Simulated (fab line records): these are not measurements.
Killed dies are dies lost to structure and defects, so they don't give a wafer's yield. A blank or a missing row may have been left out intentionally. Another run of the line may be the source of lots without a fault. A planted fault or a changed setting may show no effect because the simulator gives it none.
fab line records / flow sky130
record lots=13 wafers=35 last-day=50
route steps=708 shown METAL1@449 METAL2@495 VIA2@519
lots that met no fault: from a run of the same line without faults
start-h: start of the lot's first displayed wafer, in hours after the record's first day / wait-h: hours from the lot's prior step to this one / " the same as in the row above / L1.1+2: a row that stands for several wafers / - either no value or no given start / * or withheld: withheld / < > ~ a bound
route shown NAME@n: NAME is a module with steps in the file, n the number in the route of the first one / usual: mean/standard deviation of fault-free wafers / same: alike in all rows / chamber/n: place in a boat / sites: readings site by site / _std_site: how widely they spread, as a standard deviation / _edge_site: the outer-site mean with the inner-site mean subtracted / radius-mm: for every site, how far away it sits from the centre of the wafer / mask NAME#n: copy n / behind: the tool/chamber that last shaped the wafer / hold: cause of the lot's hold/its duration in hours/its outcome / device: whichever transistor did not switch (one of n, p or np) / end of line: the route-end tests of the same wafers / where a step has no rows: the recipe by itself / killed: not the wafer's yield, but the dies lost to structure and defects at the first sort / map: dies across one wafer; x = killed, . = not, _ = none there
set.NAME: setting as actually run; set.NAME@STEP: the setting as run at that earlier step / model.NAME: the simulator's own value behind a step, which no gauge read
one table for each step of the route and one row for each wafer, over a sample of lots
services: a tool's chamber out of use, with start hour (start-h, from the record's first day; less than 0 if before it), hours out, and reason
## steps
# step SKY_METAL1_CD_MEAS_15
# recipe target-cd-nm=140
# usual cd-nm=140.4/1.6
lot.wafer=L653.3 tool=cd-sem-02 chamber=- start-h=803.20 wait-h=- cd-nm=140.0
lot.wafer=L653.5 tool=cd-sem-02 chamber=- start-h=803.20 wait-h=- cd-nm=139.5
lot.wafer=L653.6 tool=cd-sem-02 chamber=- start-h=803.20 wait-h=- cd-nm=139.0
lot.wafer=L656.1 tool=cd-sem-02 chamber=- start-h=803.74 wait-h=- cd-nm=139.7
lot.wafer=L656.3 tool=cd-sem-02 chamber=- start-h=803.74 wait-h=- cd-nm=139.0
lot.wafer=L656.4 tool=cd-sem-02 chamber=- start-h=803.74 wait-h=- cd-nm=138.8
lot.wafer=L652.1 tool=cd-sem-02 chamber=- start-h=810.69 wait-h=- cd-nm=140.3
lot.wafer=L652.3 tool=cd-sem-02 chamber=- start-h=810.69 wait-h=- cd-nm=142.3
lot.wafer=L652.5 tool=cd-sem-02 chamber=- start-h=810.69 wait-h=- cd-nm=141.5
lot.wafer=L658.3 tool=cd-sem-02 chamber=- start-h=821.03 wait-h=- cd-nm=142.9
lot.wafer=L659.6 tool=cd-sem-02 chamber=- start-h=826.44 wait-h=- cd-nm=139.6
lot.wafer=L660.3 tool=cd-sem-02 chamber=- start-h=835.69 wait-h=- cd-nm=140.9
lot.wafer=L660.4 tool=cd-sem-02 chamber=- start-h=835.69 wait-h=- cd-nm=139.2
lot.wafer=L660.5 tool=cd-sem-02 chamber=- start-h=835.69 wait-h=- cd-nm=140.3
lot.wafer=L661.3 tool=cd-sem-02 chamber=- start-h=844.86 wait-h=- cd-nm=138.0
lot.wafer=L661.5 tool=cd-sem-02 chamber=- start-h=844.86 wait-h=- cd-nm=137.9
lot.wafer=L661.6 tool=cd-sem-02 chamber=- start-h=844.86 wait-h=- cd-nm=137.7
lot.wafer=L663.1 tool=cd-sem-02 chamber=- start-h=854.96 wait-h=- cd-nm=140.6
lot.wafer=L663.3 tool=cd-sem-02 chamber=- start-h=854.96 wait-h=- cd-nm=140.4
lot.wafer=L663.5 tool=cd-sem-02 chamber=- start-h=854.96 wait-h=- cd-nm=139.1
lot.wafer=L667.1 tool=cd-sem-02 chamber=- start-h=884.39 wait-h=- cd-nm=141.5
lot.wafer=L667.2 tool=cd-sem-02 chamber=- start-h=884.39 wait-h=- cd-nm=142.1
lot.wafer=L667.3 tool=cd-sem-02 chamber=- start-h=884.39 wait-h=- cd-nm=140.6
lot.wafer=L670.1 tool=cd-sem-02 chamber=- start-h=905.44 wait-h=- cd-nm=141.3
lot.wafer=L670.4 tool=cd-sem-02 chamber=- start-h=905.44 wait-h=- cd-nm=142.8
lot.wafer=L670.6 tool=cd-sem-02 chamber=- start-h=905.44 wait-h=- cd-nm=143.5
lot.wafer=L671.1 tool=cd-sem-02 chamber=- start-h=912.14 wait-h=- cd-nm=138.5
lot.wafer=L671.2 tool=cd-sem-02 chamber=- start-h=912.14 wait-h=- cd-nm=139.8
lot.wafer=L671.4 tool=cd-sem-02 chamber=- start-h=912.14 wait-h=- cd-nm=139.5
lot.wafer=L673.4 tool=cd-sem-01 chamber=- start-h=929.96 wait-h=- cd-nm=141.6
lot.wafer=L673.5 tool=cd-sem-01 chamber=- start-h=929.96 wait-h=- cd-nm=142.8
lot.wafer=L673.6 tool=cd-sem-01 chamber=- start-h=929.96 wait-h=- cd-nm=142.3
lot.wafer=L675.2 tool=cd-sem-02 chamber=- start-h=940.06 wait-h=- cd-nm=142.0
lot.wafer=L675.3 tool=cd-sem-02 chamber=- start-h=940.06 wait-h=- cd-nm=141.1
lot.wafer=L675.6 tool=cd-sem-02 chamber=- start-h=940.06 wait-h=- cd-nm=142.4
# step SKY_METAL1_DESCUM_17
# recipe chemistry=O2 source-power-w=150 bias-power-w=0 pressure-mtorr=10 temp-c=40 time-s=8
# usual drypump-motor-current-A=5.9/0.34 oes-product-au=1.000/0.0078 rf-fwd-power-W=147.1/0.88
lot.wafer=L653.3 tool=rie-metal-03 chamber=0 start-h=803.33 wait-h=0.0 drypump-motor-current-A=5.5 oes-product-au=1.007 rf-fwd-power-W=146.1 rf-hours-counter-h=-
lot.wafer=L653.5 tool=rie-metal-03 chamber=0 start-h=803.33 wait-h=0.0 drypump-motor-current-A=5.5 oes-product-au=1.002 rf-fwd-power-W=146.2 rf-hours-counter-h=-
lot.wafer=L653.6 tool=rie-metal-03 chamber=1 start-h=803.33 wait-h=0.0 drypump-motor-current-A=5.7 oes-product-au=0.993 rf-fwd-power-W=146.7 rf-hours-counter-h=-
lot.wafer=L656.1 tool=rie-metal-01 chamber=1 start-h=803.90 wait-h=0.0 drypump-motor-current-A=6.2 oes-product-au=1.006 rf-fwd-power-W=146.0 rf-hours-counter-h=3
lot.wafer=L656.3 tool=rie-metal-01 chamber=1 start-h=803.90 wait-h=0.0 drypump-motor-current-A=6.2 oes-product-au=1.008 rf-fwd-power-W=146.2 rf-hours-counter-h=-
lot.wafer=L656.4 tool=rie-metal-01 chamber=0 start-h=803.90 wait-h=0.0 drypump-motor-current-A=6.4 oes-product-au=0.992 rf-fwd-power-W=148.5 rf-hours-counter-h=-
lot.wafer=L652.1 tool=rie-metal-01 chamber=0 start-h=810.85 wait-h=0.0 drypump-motor-current-A=6.4 oes-product-au=0.992 rf-fwd-power-W=148.4 rf-hours-counter-h=15
lot.wafer=L652.3 tool=rie-metal-01 chamber=0 start-h=810.85 wait-h=0.0 drypump-motor-current-A=6.4 oes-product-au=0.997 rf-fwd-power-W=148.8 rf-hours-counter-h=-
lot.wafer=L652.5 tool=rie-metal-01 chamber=0 start-h=810.85 wait-h=0.0 drypump-motor-current-A=6.4 oes-product-au=0.992 rf-fwd-power-W=147.6 rf-hours-counter-h=-
lot.wafer=L658.3 tool=rie-metal-01 chamber=0 start-h=821.16 wait-h=0.0 drypump-motor-current-A=6.4 oes-product-au=0.993 rf-fwd-power-W=149.4 rf-hours-counter-h=-
lot.wafer=L659.6 tool=rie-metal-01 chamber=1 start-h=826.52 wait-h=0.0 drypump-motor-current-A=6.2 oes-product-au=0.996 rf-fwd-power-W=147.0 rf-hours-counter-h=-
lot.wafer=L660.3 tool=rie-metal-03 chamber=1 start-h=835.81 wait-h=0.0 drypump-motor-current-A=5.7 oes-product-au=0.991 rf-fwd-power-W=147.1 rf-hours-counter-h=-
lot.wafer=L660.4 tool=rie-metal-03 chamber=0 start-h=835.81 wait-h=0.0 drypump-motor-current-A=5.5 oes-product-au=0.998 rf-fwd-power-W=146.9 rf-hours-counter-h=-
lot.wafer=L660.5 tool=rie-metal-03 chamber=0 start-h=835.81 wait-h=0.0 drypump-motor-current-A=5.5 oes-product-au=0.999 rf-fwd-power-W=146.7 rf-hours-counter-h=-
lot.wafer=L661.3 tool=rie-metal-01 chamber=1 start-h=844.98 wait-h=0.0 drypump-motor-current-A=6.2 oes-product-au=1.010 rf-fwd-power-W=146.6 rf-hours-counter-h=-
lot.wafer=L661.5 tool=rie-metal-01 chamber=1 start-h=844.98 wait-h=0.0 drypump-motor-current-A=6.2 oes-product-au=0.991 rf-fwd-power-W=146.4 rf-hours-counter-h=-
lot.wafer=L661.6 tool=rie-metal-01 chamber=0 start-h=844.98 wait-h=0.0 drypump-motor-current-A=6.4 oes-product-au=0.998 rf-fwd-power-W=148.0 rf-hours-counter-h=-
lot.wafer=L663.1 tool=rie-metal-03 chamber=0 start-h=855.12 wait-h=0.0 drypump-motor-current-A=5.5 oes-product-au=1.012 rf-fwd-power-W=146.8 rf-hours-counter-h=4
lot.wafer=L663.3 tool=rie-metal-03 chamber=1 start-h=855.12 wait-h=0.0 drypump-motor-current-A=5.7 oes-product-au=0.999 rf-fwd-power-W=146.4 rf-hours-counter-h=-
lot.wafer=L663.5 tool=rie-metal-03 chamber=1 start-h=855.12 wait-h=0.0 drypump-motor-current-A=5.7 oes-product-au=1.000 rf-fwd-power-W=147.0 rf-hours-counter-h=-
lot.wafer=L667.1 tool=rie-metal-02 chamber=1 start-h=884.55 wait-h=0.0 drypump-motor-current-A=5.7 oes-product-au=1.008 rf-fwd-power-W=147.6 rf-hours-counter-h=5
lot.wafer=L667.2 tool=rie-metal-02 chamber=1 start-h=884.55 wait-h=0.0 drypump-motor-current-A=5.7 oes-product-au=1.013 rf-fwd-power-W=146.9 rf-hours-counter-h=-
lot.wafer=L667.3 tool=rie-metal-02 chamber=1 start-h=884.55 wait-h=0.0 drypump-motor-current-A=5.7 oes-product-au=1.007 rf-fwd-power-W=146.5 rf-hours-counter-h=-
lot.wafer=L670.1 tool=rie-metal-01 chamber=1 start-h=905.60 wait-h=0.0 drypump-motor-current-A=6.3 oes-product-au=1.005 rf-fwd-power-W=146.1 rf-hours-counter-h=7
lot.wafer=L670.4 tool=rie-metal-01 chamber=0 start-h=905.60 wait-h=0.0 drypump-motor-current-A=6.4 oes-product-au=0.993 rf-fwd-power-W=148.8 rf-hours-counter-h=-
lot.wafer=L670.6 tool=rie-metal-01 chamber=0 start-h=905.60 wait-h=0.0 drypump-motor-current-A=6.4 oes-product-au=0.992 rf-fwd-power-W=148.9 rf-hours-counter-h=-
lot.wafer=L671.1 tool=rie-metal-02 chamber=0 start-h=912.30 wait-h=0.0 drypump-motor-current-A=5.6 oes-product-au=0.991 rf-fwd-power-W=147.6 rf-hours-counter-h=7
lot.wafer=L671.2 tool=rie-metal-02 chamber=1 start-h=912.30 wait-h=0.0 drypump-motor-current-A=5.7 oes-product-au=0.994 rf-fwd-power-W=148.1 rf-hours-counter-h=6
lot.wafer=L671.4 tool=rie-metal-02 chamber=1 start-h=912.30 wait-h=0.0 drypump-motor-current-A=5.7 oes-product-au=0.996 rf-fwd-power-W=147.8 rf-hours-counter-h=-
lot.wafer=L673.4 tool=rie-metal-01 chamber=0 start-h=930.06 wait-h=0.0 drypump-motor-current-A=6.4 oes-product-au=0.991 rf-fwd-power-W=149.3 rf-hours-counter-h=-
lot.wafer=L673.5 tool=rie-metal-01 chamber=0 start-h=930.06 wait-h=0.0 drypump-motor-current-A=6.4 oes-product-au=0.997 rf-fwd-power-W=148.7 rf-hours-counter-h=-
lot.wafer=L673.6 tool=rie-metal-01 chamber=1 start-h=930.06 wait-h=0.0 drypump-motor-current-A=6.3 oes-product-au=1.003 rf-fwd-power-W=146.1 rf-hours-counter-h=-
lot.wafer=L675.2 tool=rie-metal-03 chamber=1 start-h=940.20 wait-h=0.0 drypump-motor-current-A=5.8 oes-product-au=0.989 rf-fwd-power-W=145.9 rf-hours-counter-h=15
lot.wafer=L675.3 tool=rie-metal-03 chamber=0 start-h=940.20 wait-h=0.0 drypump-motor-current-A=5.5 oes-product-au=0.997 rf-fwd-power-W=146.3 rf-hours-counter-h=-
lot.wafer=L675.6 tool=rie-metal-03 chamber=0 start-h=940.20 wait-h=0.0 drypump-motor-current-A=5.5 oes-product-au=1.002 rf-fwd-power-W=146.5 rf-hours-counter-h=-
# step SKY_METAL2_EXPOSE_12
# recipe mask-id=MM2 na=0.8 source-shape=annular sigma-inner=0.55 sigma-outer=0.85 target-cd-nm=140 dose-mj=28
# same na=0.8 sigma-inner=0.55 sigma-outer=0.85
lot.wafer=L653.3+5+6 tool=krf-scanner-01 chamber=0 start-h=845.71 wait-h=- mask=MM2#0
lot.wafer=L656.1+3+4 tool=krf-scanner-02 chamber=0 start-h=846.93 wait-h=- mask=MM2#0
lot.wafer=L652.1+3+5 tool=krf-scanner-01 chamber=0 start-h=853.12 wait-h=- mask=MM2#0
lot.wafer=L658.3 tool=krf-scanner-02 chamber=0 start-h=863.21 wait-h=- mask=MM2#0
lot.wafer=L659.6 tool=krf-scanner-02 chamber=0 start-h=869.46 wait-h=- mask=MM2#0
lot.wafer=L660.3+4+5 tool=krf-scanner-01 chamber=0 start-h=877.87 wait-h=- mask=MM2#0
lot.wafer=L661.3+5+6 tool=krf-scanner-01 chamber=0 start-h=887.33 wait-h=- mask=MM2#0
lot.wafer=L663.1+3+5 tool=krf-scanner-01 chamber=0 start-h=897.58 wait-h=- mask=MM2#0
lot.wafer=L667.1+2+3 tool=krf-scanner-01 chamber=0 start-h=924.97 wait-h=- mask=MM2#0
lot.wafer=L670.1+4+6 tool=krf-scanner-01 chamber=0 start-h=945.18 wait-h=- mask=MM2#0
lot.wafer=L671.1+2+4 tool=krf-scanner-01 chamber=0 start-h=951.40 wait-h=- mask=MM2#0
lot.wafer=L673.4+5+6 tool=krf-scanner-01 chamber=0 start-h=969.89 wait-h=- mask=MM2#0
lot.wafer=L675.2+3+6 tool=krf-scanner-01 chamber=0 start-h=978.94 wait-h=- mask=MM2#0
# step SKY_METAL2_CD_MEAS_15
# recipe target-cd-nm=140
# usual cd-nm=139.8/1.3
lot.wafer=L653.3 tool=cd-sem-02 chamber=- start-h=858.85 wait-h=- cd-nm=140.3
lot.wafer=L653.5 tool=cd-sem-02 chamber=- start-h=858.85 wait-h=- cd-nm=142.4
lot.wafer=L653.6 tool=cd-sem-02 chamber=- start-h=858.85 wait-h=- cd-nm=139.6
lot.wafer=L656.1 tool=cd-sem-02 chamber=- start-h=860.34 wait-h=- cd-nm=141.5
lot.wafer=L656.3 tool=cd-sem-02 chamber=- start-h=860.34 wait-h=- cd-nm=140.8
lot.wafer=L656.4 tool=cd-sem-02 chamber=- start-h=860.34 wait-h=- cd-nm=139.4
lot.wafer=L652.1 tool=cd-sem-02 chamber=- start-h=866.04 wait-h=- cd-nm=140.1
lot.wafer=L652.3 tool=cd-sem-02 chamber=- start-h=866.04 wait-h=- cd-nm=139.0
lot.wafer=L652.5 tool=cd-sem-02 chamber=- start-h=866.04 wait-h=- cd-nm=139.2
lot.wafer=L658.3 tool=cd-sem-02 chamber=- start-h=875.43 wait-h=- cd-nm=46.8
lot.wafer=L659.6 tool=cd-sem-02 chamber=- start-h=881.99 wait-h=- cd-nm=7.0
lot.wafer=L660.3 tool=cd-sem-02 chamber=- start-h=890.68 wait-h=- cd-nm=140.2
lot.wafer=L660.4 tool=cd-sem-02 chamber=- start-h=890.68 wait-h=- cd-nm=140.2
lot.wafer=L660.5 tool=cd-sem-02 chamber=- start-h=890.68 wait-h=- cd-nm=139.7
lot.wafer=L661.3 tool=cd-sem-02 chamber=- start-h=899.78 wait-h=- cd-nm=138.7
lot.wafer=L661.5 tool=cd-sem-02 chamber=- start-h=899.78 wait-h=- cd-nm=136.9
lot.wafer=L661.6 tool=cd-sem-02 chamber=- start-h=899.78 wait-h=- cd-nm=138.6
lot.wafer=L663.1 tool=cd-sem-02 chamber=- start-h=909.79 wait-h=- cd-nm=140.3
lot.wafer=L663.3 tool=cd-sem-02 chamber=- start-h=909.79 wait-h=- cd-nm=140.8
lot.wafer=L663.5 tool=cd-sem-02 chamber=- start-h=909.79 wait-h=- cd-nm=141.9
lot.wafer=L667.1 tool=cd-sem-02 chamber=- start-h=936.69 wait-h=- cd-nm=139.7
lot.wafer=L667.2 tool=cd-sem-02 chamber=- start-h=936.69 wait-h=- cd-nm=139.9
lot.wafer=L667.3 tool=cd-sem-02 chamber=- start-h=936.69 wait-h=- cd-nm=139.9
lot.wafer=L670.1 tool=cd-sem-01 chamber=- start-h=957.04 wait-h=- cd-nm=138.8
lot.wafer=L670.4 tool=cd-sem-01 chamber=- start-h=957.04 wait-h=- cd-nm=140.0
lot.wafer=L670.6 tool=cd-sem-01 chamber=- start-h=957.04 wait-h=- cd-nm=140.6
lot.wafer=L671.1 tool=cd-sem-01 chamber=- start-h=963.25 wait-h=- cd-nm=136.6
lot.wafer=L671.2 tool=cd-sem-01 chamber=- start-h=963.25 wait-h=- cd-nm=136.3
lot.wafer=L671.4 tool=cd-sem-01 chamber=- start-h=963.25 wait-h=- cd-nm=136.7
lot.wafer=L673.4 tool=cd-sem-02 chamber=- start-h=981.90 wait-h=- cd-nm=140.1
lot.wafer=L673.5 tool=cd-sem-02 chamber=- start-h=981.90 wait-h=- cd-nm=139.6
lot.wafer=L673.6 tool=cd-sem-02 chamber=- start-h=981.90 wait-h=- cd-nm=140.9
lot.wafer=L675.2 tool=cd-sem-02 chamber=- start-h=990.47 wait-h=- cd-nm=140.7
lot.wafer=L675.3 tool=cd-sem-02 chamber=- start-h=990.47 wait-h=- cd-nm=139.3
lot.wafer=L675.6 tool=cd-sem-02 chamber=- start-h=990.47 wait-h=- cd-nm=138.4
# step SKY_VIA2_CD_MEAS_12
# recipe target-cd-nm=200
# usual cd-nm=199.6/1.6
lot.wafer=L653.3 tool=cd-sem-02 chamber=- start-h=885.19 wait-h=- cd-nm=199.3
lot.wafer=L653.5 tool=cd-sem-02 chamber=- start-h=885.19 wait-h=- cd-nm=199.4
lot.wafer=L653.6 tool=cd-sem-02 chamber=- start-h=885.19 wait-h=- cd-nm=200.4
lot.wafer=L656.1 tool=cd-sem-02 chamber=- start-h=887.10 wait-h=- cd-nm=202.5
lot.wafer=L656.3 tool=cd-sem-02 chamber=- start-h=887.10 wait-h=- cd-nm=200.7
lot.wafer=L656.4 tool=cd-sem-02 chamber=- start-h=887.10 wait-h=- cd-nm=201.5
lot.wafer=L652.1 tool=cd-sem-02 chamber=- start-h=892.79 wait-h=- cd-nm=199.7
lot.wafer=L652.3 tool=cd-sem-02 chamber=- start-h=892.79 wait-h=- cd-nm=199.3
lot.wafer=L652.5 tool=cd-sem-02 chamber=- start-h=892.79 wait-h=- cd-nm=198.4
lot.wafer=L660.3 tool=cd-sem-02 chamber=- start-h=917.09 wait-h=- cd-nm=200.1
lot.wafer=L660.4 tool=cd-sem-02 chamber=- start-h=917.09 wait-h=- cd-nm=200.0
lot.wafer=L660.5 tool=cd-sem-02 chamber=- start-h=917.09 wait-h=- cd-nm=198.0
lot.wafer=L661.3 tool=cd-sem-01 chamber=- start-h=925.84 wait-h=- cd-nm=199.8
lot.wafer=L661.5 tool=cd-sem-01 chamber=- start-h=925.84 wait-h=- cd-nm=200.0
lot.wafer=L661.6 tool=cd-sem-01 chamber=- start-h=925.84 wait-h=- cd-nm=199.0
lot.wafer=L663.1 tool=cd-sem-01 chamber=- start-h=936.05 wait-h=- cd-nm=197.0
lot.wafer=L663.3 tool=cd-sem-01 chamber=- start-h=936.05 wait-h=- cd-nm=196.5
lot.wafer=L663.5 tool=cd-sem-01 chamber=- start-h=936.05 wait-h=- cd-nm=195.6
lot.wafer=L667.1 tool=cd-sem-02 chamber=- start-h=962.34 wait-h=- cd-nm=200.0
lot.wafer=L667.2 tool=cd-sem-02 chamber=- start-h=962.34 wait-h=- cd-nm=201.2
lot.wafer=L667.3 tool=cd-sem-02 chamber=- start-h=962.34 wait-h=- cd-nm=200.4
lot.wafer=L670.1 tool=cd-sem-02 chamber=- start-h=983.45 wait-h=- cd-nm=202.0
lot.wafer=L670.4 tool=cd-sem-02 chamber=- start-h=983.45 wait-h=- cd-nm=202.8
lot.wafer=L670.6 tool=cd-sem-02 chamber=- start-h=983.45 wait-h=- cd-nm=201.4
lot.wafer=L671.1 tool=cd-sem-01 chamber=- start-h=988.54 wait-h=- cd-nm=199.9
lot.wafer=L671.2 tool=cd-sem-01 chamber=- start-h=988.54 wait-h=- cd-nm=200.3
lot.wafer=L671.4 tool=cd-sem-01 chamber=- start-h=988.54 wait-h=- cd-nm=199.8
lot.wafer=L673.4 tool=cd-sem-02 chamber=- start-h=1006.65 wait-h=- cd-nm=200.0
lot.wafer=L673.5 tool=cd-sem-02 chamber=- start-h=1006.65 wait-h=- cd-nm=199.7
lot.wafer=L673.6 tool=cd-sem-02 chamber=- start-h=1006.65 wait-h=- cd-nm=199.9
lot.wafer=L675.2 tool=cd-sem-02 chamber=- start-h=1015.07 wait-h=- cd-nm=198.2
lot.wafer=L675.3 tool=cd-sem-02 chamber=- start-h=1015.07 wait-h=- cd-nm=199.0
lot.wafer=L675.6 tool=cd-sem-02 chamber=- start-h=1015.07 wait-h=- cd-nm=198.6
## services
tool=krf-scanner-01 chamber=0 start-h=780.73 hours=- kind=calibration
tool=rie-metal-01 chamber=0 start-h=794.96 hours=1.2 kind=repair
tool=krf-scanner-02 chamber=- start-h=798.08 hours=0.8 kind=pm
tool=rie-metal-03 chamber=- start-h=799.28 hours=2.8 kind=pm
tool=krf-scanner-01 chamber=- start-h=802.13 hours=0.8 kind=pm
tool=rie-metal-03 chamber=0 start-h=804.95 hours=4.2 kind=repair
tool=rie-metal-03 chamber=- start-h=816.01 hours=14.6 kind=pm
tool=krf-scanner-01 chamber=- start-h=819.41 hours=1.0 kind=pm
tool=rie-metal-01 chamber=0 start-h=858.48 hours=- kind=clean
tool=rie-metal-01 chamber=0 start-h=858.48 hours=17.7 kind=scheduled-down
tool=rie-metal-01 chamber=0 start-h=858.48 hours=17.7 kind=vent-cycle
tool=krf-scanner-02 chamber=0 start-h=877.23 hours=- kind=calibration
tool=krf-scanner-01 chamber=- start-h=878.43 hours=1.3 kind=pm
tool=rie-metal-02 chamber=0 start-h=880.93 hours=6.1 kind=repair
tool=krf-scanner-02 chamber=- start-h=901.03 hours=1.3 kind=pm
tool=krf-scanner-01 chamber=- start-h=905.58 hours=0.8 kind=pm
tool=rie-metal-01 chamber=0 start-h=909.07 hours=8.1 kind=repair
tool=krf-scanner-02 chamber=- start-h=917.00 hours=1.0 kind=pm
tool=krf-scanner-01 chamber=0 start-h=953.68 hours=- kind=calibration
tool=krf-scanner-02 chamber=- start-h=966.88 hours=0.8 kind=pm
## key
first-sign step=SKY_METAL2_CD_MEAS_15 reading=cd-nm direction=down sigmas=84 usual=139.8 struck=26.9
effect none on later readings
met-at SKY_METAL2_EXPOSE_12
struck-lots L658,L659
later-rows-left-out L658.3,L659.6
sort-left-out L658.3,L659.6
tester-left-out L658,L659
not-acting-at SKY_METAL1_CD_MEAS_15,SKY_METAL1_DESCUM_17,SKY_VIA2_CD_MEAS_12
onset-between 846.93 863.21
earlier-fault kind=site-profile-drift tool=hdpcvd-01 chamber=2 onset-h=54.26 steps=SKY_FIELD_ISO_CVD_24 basis=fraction max-abs-drift=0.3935 slope-share-per-hr=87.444 site-pattern=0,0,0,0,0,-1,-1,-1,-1
fault kind=process-parameter-drift tool=krf-scanner-02 chamber=- onset-h=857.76 steps=SKY_METAL2_EXPOSE_12 channel=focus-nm offset=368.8 spread-by-wafer=0.3 shape=step
# tester-left-out: of these lots the tester's yield and bins aren't shown, on N5 and GAA mostly nor the transistor test; their killed dies are dies lost to structure and defects alone, not to doping, threshold or leakage, so they don't give the yield
# sort-left-out: the simulated sort isn't trusted on such a fault, so these wafers' sort isn't shown, and their yield isn't known
# later-rows-left-out: the simulator's readings of these wafers behind a module that went badly wrong aren't trusted and aren't shown, but for the sort
